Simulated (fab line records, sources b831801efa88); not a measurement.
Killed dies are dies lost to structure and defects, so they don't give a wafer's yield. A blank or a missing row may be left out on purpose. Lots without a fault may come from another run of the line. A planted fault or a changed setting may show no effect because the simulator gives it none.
Which tool did it? | flow sky130 | 6 lots, 18 wafers sampled, at 3 steps of a route of 708

WHAT THE GAUGES READ, wafer by wafer
SKY_VIA4_BOW_MEAS_03.
lot  | measured     | on            | VIA4_BOW (um)
L563 | day 42 15:34 | film_metro-03 | 82 64 81
L566 | day 43 04:25 | film_metro-01 | 67 69 76
L568 | day 43 10:38 | film_metro-01 | 80 88 72
L571 | day 44 04:58 | film_metro-03 | 76 57 75
L574 | day 45 04:28 | film_metro-02 | 71 79 74
L583 | day 48 05:33 | film_metro-01 | 75 77 77

WHICH TOOL RAN EACH LOT (tool, then ch and the chambers of the sampled wafers, then the start)
lot  | SKY_POLY_GATE_ETCH_17            | SKY_CAP2M_SPUTTER_02
L563 | rie_si-01 ch 0,1,2, day 16 19:37 | pvd_sputter-04, day 40 14:57
L566 | rie_si-01 ch 0,1,2, day 17 21:43 | pvd_sputter-03, day 41 03:02
L568 | rie_si-01 ch 0,3, day 18 11:11   | pvd_sputter-04, day 41 10:52
L571 | rie_si-01 ch 0,1,2, day 19 12:34 | pvd_sputter-02, day 42 05:07
L574 | rie_si-01 ch 0,3, day 21 01:10   | pvd_sputter-03, day 43 06:30
L583 | rie_si-02 ch 0,3, day 25 05:20   | pvd_sputter-03, day 46 12:21
- SKY_POLY_GATE_ETCH_17: etches poly-Si in HBr/Cl2, stops on SiO2, target depth 180 nm, time 70.5 s.
- SKY_CAP2M_SPUTTER_02: material TiN, target thk 200 nm, time 166.7 s.

THE ANSWER, worked out from the rows above alone
Rule: what is usual is taken from the lots themselves. Put in order of their means at a reading, lots are off if they are a third of the lots or fewer, leave a main group of 4 or more, and stand apart from it by a gap of 3 or more times the standard deviation of the main group's means; of several such gaps the widest counts. A main group whose means are all the same, to the digits that the tables above print for the reading, isn't used. A lot without any number at a reading at which 4 lots or more have one is off too. The other lots that the step has rows for count as sound.
No lot is off at any reading shown: from this, nothing can be told.

WHAT THE SIMULATOR HAD PUT IN
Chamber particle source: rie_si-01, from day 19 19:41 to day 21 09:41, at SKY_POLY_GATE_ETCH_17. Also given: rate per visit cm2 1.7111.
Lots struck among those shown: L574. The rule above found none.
